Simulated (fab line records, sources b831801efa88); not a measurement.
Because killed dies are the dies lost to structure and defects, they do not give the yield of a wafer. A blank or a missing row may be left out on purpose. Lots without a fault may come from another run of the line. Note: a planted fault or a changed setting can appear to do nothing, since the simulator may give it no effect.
Code-filled problem report in 8D (eight disciplines) form + flow sky130 + the parts of the form that need people (team, actions taken, sign-off) are left out

## 1. THE ISSUE
At SKY_POLY_GATE_ETCH_17, biasW averages 103.04 W over 9 wafers from 3 lots, while fault-free wafers read 99.95 W, standard deviation 0.3. That is +10 standard deviations from the usual mean.
The step: etches poly-Si in HBr/Cl2, stops on SiO2, target depth 180 nm, time 70.5 s.
Earliest sighting: wafer L220.2 on rieSi-01 at day 20 11:07. The record holds 39 wafers of 13 lots with a number at this step. The rule behind "out" and "out of limits": a value lying over 4 standard deviations away from the usual mean. Any other wafer with a number is counted as sound.

## 2. WHAT IT IS, WHAT IT ISN'T
| question                    | is                     | is not                                                                                 |
|-----------------------------|------------------------|----------------------------------------------------------------------------------------|
| which readings at this step | biasW                  | drypumpMotorCurrentA, oesProductAu, throttleValvePct                                   |
| which lots                  | L220, L221, L223       | L210, L211, L212, L213, L214, L219, L222, L230, L231, L233                             |
| which wafers of those lots  | all that have a number | -                                                                                      |
| read on which tools         | rieSi-01               | rieSi-02                                                                               |
| when                        | from day 20 11:07      | up to then (18 sound wafers); but 12 sound wafers of L222, L230, L231, L233 came after |

## 3. THE SUSPECTS, EACH WITH WHAT RULES IT OUT
Counting: any tool at a process step up to the reading is kept as a suspect provided that every lot that is out went through it and no sound lot did after the first of them.
- plasmaAsher-02 at SKY_SONOS_ONO_STRIP_17 (strips in O2/N2): ruled out as a lasting fault. Sound lots L230, L231 ran on it after its first lot that is out, L220 (day 16 05:48).
- rieSi-01 at SKY_POLY_GATE_ETCH_17 (etches poly-Si in HBr/Cl2, stops on SiO2, target depth 180 nm, time 70.5 s): ruled out as a lasting fault. Sound lots L231, L233 ran on it after its first lot that is out, L220 (day 20 11:07).
Left after counting: nothing in the record.

## 4. THE CAUSE (what the simulator had put in)
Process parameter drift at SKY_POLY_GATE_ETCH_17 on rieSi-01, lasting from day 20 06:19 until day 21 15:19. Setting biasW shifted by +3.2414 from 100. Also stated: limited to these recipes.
Counting ruled it out, wrongly.

## 5. THE CHAIN OF EFFECTS, in route order
One row per reading whose mean, taken over the struck wafers that have a number, lies over 3 standard deviations from the usual. Scope: only readings with a usual standard deviation given in the record; hours: median across lots of the time from each lot's start at the first step in this table that gives one to its start at this step; sigmas: change in usual standard deviations.
| hours | step                  | reading | usual   | on struck wafers | change | sigmas |
|-------|-----------------------|---------|---------|------------------|--------|--------|
| 0     | SKY_POLY_GATE_ETCH_17 | biasW   | 99.95 W | 103.04           | +3.09  | +10    |
Here are the process steps it includes:
- SKY_POLY_GATE_ETCH_17: etches poly-Si in HBr/Cl2, stops on SiO2, target depth 180 nm, time 70.5 s.

## 6. WHAT WOULD HAVE CAUGHT IT SOONER
The fault began at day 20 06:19; the first out-of-limits reading in this record came at day 20 11:07, 5 hours later.
